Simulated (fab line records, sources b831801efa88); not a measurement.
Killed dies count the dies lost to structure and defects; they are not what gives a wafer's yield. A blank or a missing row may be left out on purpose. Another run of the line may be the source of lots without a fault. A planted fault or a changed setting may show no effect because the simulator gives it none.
fab line records	flow sky130	part 1 of 2: steps 1 to 29 of 43
record lots=5	wafers=15	last_day=50
route steps=708 shown CAP2M@608 METAL4@621 VIA4@639
lots with no fault: from the same line, run without faults
start_h: start of the lot's first displayed wafer, in hours after the record's first day	wait_h: hours elapsed since this lot's preceding step	" as in the row above	L1.1+2: a single row standing in for several wafers	- no value, or no start given	* or withheld: withheld	< > ~ a bound
route shown NAME@n: a module of which the file shows steps, and the number in the route of the first	usual: average and standard deviation across the fault-free wafers	same: alike in all rows	chamber/n: place in a boat	sites: per-site readings	_std_site: standard deviation across them	_edge_site: inner sites' mean taken away from outer sites' mean	radius_mm: how far each site lies from the wafer's centre	mask NAME#n: copy n	behind: tool/chamber where the wafer was last shaped	hold: why the lot was held/for how many hours/how that ended	device: names the non-switching transistor (n, p or np)	end of line: tests of these same wafers at the route's end	step lacking rows: just its recipe	killed: dies that structure and defects cost at the first sort, which is not the same as the wafer's yield	map: a wafer's dies, marking killed ones x, the rest . and places with no die _
set.NAME: the setting as run; set.NAME@STEP: as run at that earlier step	model.NAME: the simulator's own value behind a step, which no gauge read
lots at some steps of the route; a table a step, a row a wafer
services: from which hour (start_h, from the record's first day; less than 0 if before it) a tool's chamber was out of use, for how many hours, and why
## steps
# step SKY_CAP2M_DEHYDRATE_05
# recipe temp_c=200	time_s=60
lot.wafer	tool	chamber	start_h	wait_h
L075.1+3+4	litho_track-01	0	963.03	11.2
L079.1+3+5	litho_track-03	0	983.42	11.4
L088.2+4+6	litho_track-02	0	1044.69	10.9
L091.4+5+6	litho_track-03	0	1069.25	11.5
L097.3+5+6	litho_track-03	0	1092.92	9.6
# step SKY_CAP2M_HMDS_06
# recipe prime_time_s=60	prime_temp_c=120
lot.wafer	tool	chamber	start_h	wait_h
L075.1+3+4	litho_track-01	0	963.18	0.1
L079.1+3+5	litho_track-03	0	983.57	0.1
L088.2+4+6	litho_track-02	0	1044.84	0.1
L091.4+5+6	litho_track-03	0	1069.40	0.1
L097.3+5+6	litho_track-03	0	1093.07	0.1
# step SKY_CAP2M_COAT_07
# recipe resist=NOVOLAK	spin_rpm=3000	resist_thk_nm=1140
# usual spin_speed_rpm=3000.0/2
lot.wafer	tool	chamber	start_h	wait_h	spin_speed_rpm
L075.1	litho_track-01	0	963.33	0.1	3000.9
L075.3	"	0	"	"	3000.0
L075.4	"	0	"	"	3001.0
L079.1	litho_track-03	0	983.72	0.1	2999.4
L079.3	"	0	"	"	3000.4
L079.5	"	0	"	"	2999.8
L088.2	litho_track-02	0	1044.99	0.1	2995.9
L088.4	"	0	"	"	2992.7
L088.6	"	0	"	"	3000.0
L091.4	litho_track-03	0	1069.55	0.1	2998.4
L091.5	"	0	"	"	3000.2
L091.6	"	0	"	"	3000.5
L097.3	litho_track-03	0	1093.22	0.1	3001.8
L097.5	"	0	"	"	2998.5
L097.6	"	0	"	"	3000.1
# step SKY_CAP2M_SOFTBAKE_08
# recipe temp_c=90	time_s=60	resist=NOVOLAK
lot.wafer	tool	chamber	start_h	wait_h
L075.1+3+4	litho_track-01	0	963.48	0.1
L079.1+3+5	litho_track-03	0	983.87	0.1
L088.2+4+6	litho_track-02	0	1045.14	0.1
L091.4+5+6	litho_track-03	0	1069.70	0.1
L097.3+5+6	litho_track-03	0	1093.37	0.1
# step SKY_CAP2M_EXPOSE_09
# recipe mask_id=CAP2M	na=0.6	source_shape=conventional	sigma_outer=0.6	polarization=unpolarized	target_cd_nm=1000	dose_mj=159
lot.wafer	tool	chamber	start_h	wait_h	mask
L075.1+3+4	iline_stepper-02	0	-	-	CAP2M#0
L079.1+3+5	iline_stepper-02	0	-	-	CAP2M#0
L088.2+4+6	iline_stepper-02	0	-	-	CAP2M#0
L091.4+5+6	iline_stepper-02	0	-	-	CAP2M#0
L097.3+5+6	iline_stepper-01	0	-	-	CAP2M#0
# step SKY_CAP2M_PEB_10
# recipe temp_c=withheld	time_s=*	resist=NOVOLAK
lot.wafer	tool	chamber	start_h	wait_h
L075.1+3+4	litho_track-01	0	-	-
L079.1+3+5	litho_track-02	0	-	-
L088.2+4+6	litho_track-03	0	-	-
L091.4+5+6	litho_track-02	0	-	-
L097.3+5+6	litho_track-03	0	-	-
# step SKY_CAP2M_DEVELOP_11
# recipe resist=NOVOLAK	developer=TMAH	develop_time_s=60	dev_temp_c=23
lot.wafer	tool	chamber	start_h	wait_h
L075.1+3+4	litho_track-01	0	975.23	0.1
L079.1+3+5	litho_track-02	0	995.57	0.1
L088.2+4+6	litho_track-03	0	1056.15	0.1
L091.4+5+6	litho_track-02	0	1079.64	0.1
L097.3+5+6	litho_track-03	0	1103.57	0.1
# step SKY_CAP2M_OVL_MEAS_12
# usual CAP2M_OVL=-1.0/1.5
lot.wafer	tool	chamber	start_h	wait_h	CAP2M_OVL[nm]
L075.1	overlay-02	-	975.38	0.1	-2.5
L075.3	"	-	"	"	-0.7
L075.4	"	-	"	"	-3.0
L079.1	overlay-02	-	995.72	0.1	-2.9
L079.3	"	-	"	"	-5.0
L079.5	"	-	"	"	-3.1
L088.2	overlay-02	-	1056.28	0.1	-2.5
L088.4	"	-	"	"	-2.3
L088.6	"	-	"	"	-3.0
L091.4	overlay-02	-	1079.74	0.1	-2.2
L091.5	"	-	"	"	-2.1
L091.6	"	-	"	"	0.3
L097.3	overlay-01	-	1103.68	0.1	-1.1
L097.5	"	-	"	"	-1.2
L097.6	"	-	"	"	-1.2
# step SKY_CAP2M_METAL_ETCH_13
# recipe target_depth_nm=220	stop_on=SiO2	chemistry=Cl2/BCl3	target=TiN	pressure_mtorr=10	icp_w=900	bias_w=48.5	Cl2_flow_sccm=60	bcl3_flow_sccm=30	time_s=62.9
# usual bcl3_flow_sccm=29.99/0.094	drypump_motor_current_A=5.67/0.3	mfc_cl2_sccm=60.01/0.18	oes_product_au=0.939/0.0061	throttle_valve_pct=21.903/0.01
lot.wafer	tool	chamber	start_h	wait_h	bcl3_flow_sccm	drypump_motor_current_A	mfc_cl2_sccm	oes_product_au	rf_hours_counter_h	throttle_valve_pct
L075.1	rie_metal-02	1	975.42	0.0	30.02	6.00	60.00	0.941	12	21.918
L075.3	"	0	"	"	29.84	5.04	60.36	0.934	-	21.901
L075.4	"	1	"	"	30.03	5.99	59.96	0.936	-	21.901
L079.1	rie_metal-04	0	995.75	0.0	30.02	5.59	59.96	0.934	14	21.910
L079.3	"	1	"	"	29.97	5.60	60.27	0.943	-	21.890
L079.5	"	1	"	"	29.98	5.59	60.11	0.936	-	21.910
L088.2	rie_metal-04	1	1056.31	0.0	30.06	5.62	60.01	0.942	18	21.887
L088.4	"	1	"	"	30.04	5.61	60.13	0.935	-	21.922
L088.6	"	1	"	"	29.91	5.62	60.06	0.930	-	21.915
L091.4	rie_metal-02	0	1079.78	0.0	30.10	5.04	59.92	0.945	-	21.895
L091.5	"	1	"	"	29.91	6.01	59.76	0.934	-	21.887
L091.6	"	0	"	"	30.14	5.06	59.78	0.941	-	21.898
L097.3	rie_metal-02	0	1103.73	0.0	29.94	5.04	60.03	0.946	-	21.908
L097.5	"	0	"	"	30.12	5.04	60.01	0.944	-	21.904
L097.6	"	1	"	"	30.15	5.99	60.08	0.926	-	21.919
# step SKY_CAP2M_STRIP_14
# recipe chemistry=O2/N2	power_w=1400	pressure_mtorr=1500	platen_temp_c=withheld	o2_flow_sccm=3000	n2_flow_sccm=300	overash_fraction=0.5
# usual drypump_motor_current_A=5.54/0.24	oes_product_au=0.710/0.0046	strip_time_to_endpoint_s=12.62/0.046
lot.wafer	tool	chamber	start_h	wait_h	drypump_motor_current_A	oes_product_au	rf_hours_counter_h	strip_time_to_endpoint_s
L075.1	plasma_asher-04	1	975.50	0.1	5.37	0.708	87	12.63
L075.3	"	0	"	"	5.90	0.705	-	12.54
L075.4	"	1	"	"	5.35	0.710	-	12.56
L079.1	plasma_asher-03	1	995.83	0.1	5.60	0.710	55	12.61
L079.3	"	1	"	"	5.59	0.701	-	12.62
L079.5	"	0	"	"	5.53	0.707	-	12.62
L088.2	plasma_asher-04	0	1056.38	0.1	5.85	0.710	93	12.62
L088.4	"	1	"	"	5.35	0.705	-	12.71
L088.6	"	1	"	"	5.36	0.711	-	12.71
L091.4	plasma_asher-03	1	1079.92	0.1	5.56	0.702	-	12.58
L091.5	"	0	"	"	5.56	0.707	-	12.57
L091.6	"	1	"	"	5.56	0.713	-	12.60
L097.3	plasma_asher-03	1	1103.82	0.1	5.55	0.709	-	12.53
L097.5	"	1	"	"	5.56	0.710	-	12.59
L097.6	"	0	"	"	5.53	0.712	-	12.59
# step SKY_CAP2M_STRIP_15
# recipe chemistry=post_etch_residue_remover	time_s=1200	temp_c=72.5
lot.wafer	tool	chamber	start_h	wait_h
L075.1+3+4	wet_bench-03	3	975.60	0.1
L079.1+3+5	wet_bench-04	1	995.93	0.1
L088.2+4+6	wet_bench-02	2	1056.48	0.1
L091.4+5+6	wet_bench-03	3	1079.99	0.0
L097.3+5+6	wet_bench-02	1	1103.88	0.0
# step SKY_CAP2M_CLEAN_16
# recipe chemistry=IPA	time_s=180	temp_c=25
lot.wafer	tool	chamber	start_h	wait_h
L075.1+3+4	wet_bench-02	2	975.94	0.0
L079.1+3+5	wet_bench-02	1	996.27	0.0
L088.2+4+6	wet_bench-04	1	1056.86	0.0
L091.4+5+6	wet_bench-02	2	1080.33	0.0
L097.3+5+6	wet_bench-03	2	1104.23	0.0
# step SKY_CAP2M_CLEAN_17
# recipe chemistry=O3/DIW	dry=n2_spin
lot.wafer	tool	chamber	start_h	wait_h
L075.1+3+4	wet_bench-04	2	976.00	0.0
L079.1+3+5	wet_bench-04	2	996.33	0.0
L088.2+4+6	wet_bench-02	3	1056.91	0.0
L091.4+5+6	wet_bench-04	1	1080.39	0.0
L097.3+5+6	wet_bench-02	1	1104.28	0.0
# step SKY_METAL4_DEHYDRATE_05
# recipe temp_c=200	time_s=60
lot.wafer	tool	chamber	start_h	wait_h
L075.1+3+4	litho_track-01	0	986.73	10.6
L079.1+3+5	litho_track-04	0	1007.10	10.7
L088.2+4+6	litho_track-03	0	1068.40	11.4
L091.4+5+6	litho_track-04	0	1090.68	10.2
L097.3+5+6	litho_track-04	0	1114.10	9.7
# step SKY_METAL4_HMDS_06
# recipe prime_time_s=60	prime_temp_c=120
lot.wafer	tool	chamber	start_h	wait_h
L075.1+3+4	litho_track-01	0	986.88	0.1
L079.1+3+5	litho_track-04	0	1007.25	0.1
L088.2+4+6	litho_track-03	0	1068.55	0.1
L091.4+5+6	litho_track-04	0	1090.83	0.1
L097.3+5+6	litho_track-04	0	1114.25	0.1
# step SKY_METAL4_COAT_07
# recipe resist=BARC	temp_c=withheld	time_s=withheld	spin_rpm=3000	resist_thk_nm=60
# usual spin_speed_rpm=2999.8/1.8
lot.wafer	tool	chamber	start_h	wait_h	spin_speed_rpm
L075.1	litho_track-01	0	987.03	0.1	2999.8
L075.3	"	0	"	"	2999.5
L075.4	"	0	"	"	3000.8
L079.1	litho_track-04	0	1007.40	0.1	2997.2
L079.3	"	0	"	"	2998.0
L079.5	"	0	"	"	3000.4
L088.2	litho_track-03	0	1068.70	0.1	2999.5
L088.4	"	0	"	"	3001.9
L088.6	"	0	"	"	3001.2
L091.4	litho_track-04	0	1090.98	0.1	2998.4
L091.5	"	0	"	"	3001.8
L091.6	"	0	"	"	3000.2
L097.3	litho_track-04	0	1114.40	0.1	3000.6
L097.5	"	0	"	"	2999.9
L097.6	"	0	"	"	3000.1
# step SKY_METAL4_COAT_08
# recipe resist=KrF-thick	spin_rpm=3000	resist_thk_nm=1140
# usual spin_speed_rpm=3000.0/1.7
lot.wafer	tool	chamber	start_h	wait_h	spin_speed_rpm
L075.1	litho_track-01	0	-	-	2997.0
L075.3	"	0	"	"	3000.9
L075.4	"	0	"	"	3002.8
L079.1	litho_track-04	0	-	-	3001.9
L079.3	"	0	"	"	3000.6
L079.5	"	0	"	"	2998.4
L088.2	litho_track-03	0	-	-	2999.7
L088.4	"	0	"	"	2999.9
L088.6	"	0	"	"	3001.5
L091.4	litho_track-04	0	-	-	2999.8
L091.5	"	0	"	"	2999.5
L091.6	"	0	"	"	3002.1
L097.3	litho_track-04	0	-	-	2999.9
L097.5	"	0	"	"	3001.6
L097.6	"	0	"	"	3001.4
# step SKY_METAL4_SOFTBAKE_09
# recipe temp_c=100	time_s=90	resist=KrF-thick
lot.wafer	tool	chamber	start_h	wait_h
L075.1+3+4	litho_track-01	0	-	-
L079.1+3+5	litho_track-04	0	-	-
L088.2+4+6	litho_track-03	0	-	-
L091.4+5+6	litho_track-04	0	-	-
L097.3+5+6	litho_track-04	0	-	-
# step SKY_METAL4_EXPOSE_10
# recipe mask_id=MM4	na=0.68	source_shape=annular	sigma_inner=0.4	sigma_outer=0.8	target_cd_nm=300	dose_mj=28
lot.wafer	tool	chamber	start_h	wait_h	mask
L075.1+3+4	krf_scanner-01	0	-	-	MM4#0
L079.1+3+5	krf_scanner-02	0	-	-	MM4#0
L088.2+4+6	krf_scanner-01	0	-	-	MM4#0
L091.4+5+6	krf_scanner-01	0	-	-	MM4#0
L097.3+5+6	krf_scanner-02	0	-	-	MM4#0
# step SKY_METAL4_PEB_11
# recipe peb_temp_c=withheld	peb_time_s=withheld	resist=KrF-thick
lot.wafer	tool	chamber	start_h	wait_h
L075.1+3+4	litho_track-03	0	-	-
L079.1+3+5	litho_track-01	0	-	-
L088.2+4+6	litho_track-03	0	-	-
L091.4+5+6	litho_track-01	0	-	-
L097.3+5+6	litho_track-03	0	-	-
# step SKY_METAL4_DEVELOP_12
# recipe develop_time_s=60	resist=KrF-thick	dev_temp_c=21
lot.wafer	tool	chamber	start_h	wait_h
L075.1+3+4	litho_track-03	0	-	-
L079.1+3+5	litho_track-01	0	-	-
L088.2+4+6	litho_track-03	0	-	-
L091.4+5+6	litho_track-01	0	-	-
L097.3+5+6	litho_track-03	0	-	-
# step SKY_METAL4_CD_MEAS_13
# recipe target_cd_nm=300
# usual cd_nm=300.3/1.6
lot.wafer	tool	chamber	start_h	wait_h	cd_nm
L075.1	cd_sem-02	-	1000.17	-	297.2
L075.3	"	-	"	"	298.5
L075.4	"	-	"	"	297.4
L079.1	cd_sem-01	-	1018.88	-	299.4
L079.3	"	-	"	"	300.4
L079.5	"	-	"	"	300.6
L088.2	cd_sem-02	-	1079.19	-	298.3
L088.4	"	-	"	"	299.8
L088.6	"	-	"	"	298.8
L091.4	cd_sem-02	-	1101.14	-	302.8
L091.5	"	-	"	"	302.2
L091.6	"	-	"	"	303.1
L097.3	cd_sem-02	-	1124.51	-	301.1
L097.5	"	-	"	"	301.1
L097.6	"	-	"	"	301.3
# step SKY_METAL4_OVL_MEAS_14
# usual METAL4_OVL=-3/5
lot.wafer	tool	chamber	start_h	wait_h	METAL4_OVL[nm]
L075.1	overlay-02	-	1000.29	0.1	1
L075.3	"	-	"	"	-5
L075.4	"	-	"	"	-3
L079.1	overlay-02	-	1019.00	0.1	-7
L079.3	"	-	"	"	-4
L079.5	"	-	"	"	0
L088.2	overlay-02	-	1079.30	0.1	-4
L088.4	"	-	"	"	-4
L088.6	"	-	"	"	-10
L091.4	overlay-02	-	1101.22	0.1	-2
L091.5	"	-	"	"	-8
L091.6	"	-	"	"	3
L097.3	overlay-01	-	1124.60	0.1	-3
L097.5	"	-	"	"	-9
L097.6	"	-	"	"	1
# step SKY_METAL4_DESCUM_15
# recipe chemistry=O2	source_power_w=150	bias_power_w=0	pressure_mtorr=10	temp_c=40	time_s=8
# usual drypump_motor_current_A=5.78/0.27	oes_product_au=1.001/0.0086
# same bias_power_w=0
lot.wafer	tool	chamber	start_h	wait_h	drypump_motor_current_A	oes_product_au	rf_hours_counter_h
L075.1	rie_metal-03	0	1000.33	0.0	6.08	0.995	17
L075.3	"	1	"	"	5.92	1.003	-
L075.4	"	0	"	"	6.08	0.998	-
L079.1	rie_metal-01	0	1019.04	0.0	5.23	1.003	3
L079.3	"	1	"	"	5.93	1.001	-
L079.5	"	0	"	"	5.23	0.992	-
L088.2	rie_metal-04	0	1079.33	0.0	5.60	1.001	20
L088.4	"	0	"	"	5.59	1.004	-
L088.6	"	1	"	"	5.60	0.992	-
L091.4	rie_metal-03	0	1101.25	0.0	6.05	1.001	-
L091.5	"	0	"	"	6.11	1.008	-
L091.6	"	1	"	"	5.89	1.011	-
L097.3	rie_metal-04	0	1124.65	0.0	5.64	1.002	-
L097.5	"	0	"	"	5.61	0.993	-
L097.6	"	0	"	"	5.63	0.997	-
# step SKY_METAL4_ETCH_16
# recipe chemistry=N2/H2	target=BARC	ion_energy_ev=200	bias_w=100	pressure_mtorr=30	n2_flow_sccm=100	h2_flow_sccm=200	icp_w=500	stop_on=SiO2	time_s=88.2	target_depth_a=600
# usual drypump_motor_current_A=5.78/0.27	oes_product_au=0.626/0.0047	throttle_valve_pct=13.205/0.0084
lot.wafer	tool	chamber	start_h	wait_h	drypump_motor_current_A	oes_product_au	rf_hours_counter_h	throttle_valve_pct
L075.1	rie_metal-03	0	1000.36	0.0	6.09	0.620	17	13.204
L075.3	"	1	"	"	5.92	0.623	-	13.195
L075.4	"	0	"	"	6.10	0.626	-	13.209
L079.1	rie_metal-01	0	1019.07	0.0	5.22	0.629	3	13.189
L079.3	"	1	"	"	5.88	0.628	-	13.201
L079.5	"	0	"	"	5.23	0.633	-	13.200
L088.2	rie_metal-04	0	1079.36	0.0	5.61	0.622	20	13.196
L088.4	"	0	"	"	5.61	0.629	-	13.202
L088.6	"	1	"	"	5.61	0.625	-	13.209
L091.4	rie_metal-03	0	1101.30	0.0	6.09	0.623	-	13.189
L091.5	"	0	"	"	6.10	0.630	-	13.220
L091.6	"	1	"	"	5.93	0.625	-	13.224
L097.3	rie_metal-04	0	1124.76	0.1	5.58	0.626	-	13.218
L097.5	"	0	"	"	5.58	0.616	-	13.197
L097.6	"	0	"	"	5.59	0.619	-	13.194
# step SKY_METAL4_ETCH_17
# recipe target=SiO2	stop_on=TiN	chemistry=C4F8/O2/Ar	source_w=1500	bias_w=1200	pressure_mtorr=40	c4f8_flow_sccm=withheld	O2_flow_sccm=6	Ar_flow_sccm=300	time_s=3.9	target_depth_a=150
# usual oes_product_au=0.752/0.0068
lot.wafer	tool	chamber	start_h	wait_h	oes_product_au	rf_hours_counter_h
L075.1	rie_diel-01	0	1000.46	0.1	0.751	21
L075.3	"	2	"	"	0.753	21
L075.4	"	1	"	"	0.748	7
L079.1	rie_diel-02	0	1019.17	0.1	0.741	12
L079.3	"	3	"	"	0.754	10
L079.5	"	1	"	"	0.749	-
L088.2	rie_diel-02	3	1079.46	0.1	0.748	12
L088.4	"	3	"	"	0.750	-
L088.6	"	2	"	"	0.757	-
L091.4	rie_diel-03	3	1101.37	0.0	0.740	11
L091.5	"	2	"	"	0.745	-
L091.6	"	1	"	"	0.754	-
L097.3	rie_diel-02	0	1124.89	0.1	0.737	15
L097.5	"	2	"	"	0.754	-
L097.6	"	3	"	"	0.752	-
# step SKY_METAL4_METAL_ETCH_18
# recipe target_depth_a=8450	stop_on=SiO2	over_etch_frac=0.3	time_s=183.1	chemistry=Cl2/BCl3	resist_sidewall_deg=88	pressure_mtorr=10	icp_w=900	bias_w=48.5	Cl2_flow_sccm=60	bcl3_flow_sccm=30
# usual bcl3_flow_sccm=29.99/0.08	drypump_motor_current_A=5.70/0.27	mfc_cl2_sccm=59.98/0.18	oes_product_au=0.865/0.0071	throttle_valve_pct=22.263/0.01
lot.wafer	tool	chamber	start_h	wait_h	bcl3_flow_sccm	drypump_motor_current_A	mfc_cl2_sccm	oes_product_au	rf_hours_counter_h	throttle_valve_pct
L075.1	rie_metal-01	1	1000.47	0.0	30.02	5.89	60.01	0.860	20	22.279
L075.3	"	1	"	"	29.96	5.90	59.96	0.865	-	22.244
L075.4	"	0	"	"	29.92	5.24	59.63	0.863	-	22.266
L079.1	rie_metal-04	0	1019.19	0.0	30.00	5.60	59.81	0.859	16	22.267
L079.3	"	0	"	"	30.01	5.61	60.04	0.867	-	22.267
L079.5	"	0	"	"	29.93	5.57	60.20	0.864	-	22.258
L088.2	rie_metal-01	1	1079.48	0.0	29.89	5.88	59.93	0.877	26	22.252
L088.4	"	0	"	"	30.00	5.25	60.04	0.870	-	22.272
L088.6	"	0	"	"	29.97	5.22	59.99	0.879	-	22.255
L091.4	rie_metal-01	1	1101.45	0.1	29.99	5.93	59.90	0.868	-	22.274
L091.5	"	0	"	"	29.95	5.22	60.03	0.872	-	22.244
L091.6	"	1	"	"	30.04	5.90	60.01	0.870	-	22.258
L097.3	rie_metal-03	0	1124.97	0.1	30.03	6.10	60.07	0.866	-	22.276
L097.5	"	0	"	"	29.95	6.11	59.97	0.858	-	22.282
L097.6	"	1	"	"	30.01	5.91	59.92	0.871	-	22.264
# step SKY_METAL4_STRIP_19
# recipe chemistry=O2/N2	power_w=1400	pressure_mtorr=1500	platen_temp_c=withheld	o2_flow_sccm=3000	n2_flow_sccm=300	overash_fraction=0.5
# usual drypump_motor_current_A=5.56/0.12	oes_product_au=0.503/0.0052	strip_time_to_endpoint_s=6.56/0.072
lot.wafer	tool	chamber	start_h	wait_h	drypump_motor_current_A	oes_product_au	rf_hours_counter_h	strip_time_to_endpoint_s
L075.1	plasma_asher-01	0	1000.65	0.1	5.57	0.505	26	6.65
L075.3	"	1	"	"	5.57	0.507	-	6.63
L075.4	"	0	"	"	5.60	0.503	-	6.58
L079.1	plasma_asher-03	0	1019.37	0.1	5.57	0.498	58	6.52
L079.3	"	1	"	"	5.60	0.501	-	6.50
L079.5	"	0	"	"	5.57	0.501	-	6.52
L088.2	plasma_asher-01	0	1079.65	0.1	5.54	0.504	37	6.66
L088.4	"	0	"	"	5.54	0.506	-	6.65
L088.6	"	0	"	"	5.58	0.502	-	6.59
L091.4	plasma_asher-03	0	1101.60	0.1	5.56	0.504	-	6.59
L091.5	"	1	"	"	5.56	0.508	-	6.67
L091.6	"	0	"	"	5.55	0.501	-	6.65
L097.3	plasma_asher-04	0	1125.12	0.1	5.85	0.505	-	6.52
L097.5	"	0	"	"	5.82	0.500	-	6.55
L097.6	"	1	"	"	5.35	0.502	-	6.56
# step SKY_METAL4_STRIP_20
# recipe chemistry=post_etch_residue_remover	time_s=1200	temp_c=72.5
lot.wafer	tool	chamber	start_h	wait_h
L075.1+3+4	wet_bench-04	0	1000.75	0.1
L079.1+3+5	wet_bench-02	0	1019.47	0.1
L088.2+4+6	wet_bench-01	1	1079.75	0.1
L091.4+5+6	wet_bench-04	3	1101.67	0.0
L097.3+5+6	wet_bench-01	3	1125.18	0.0
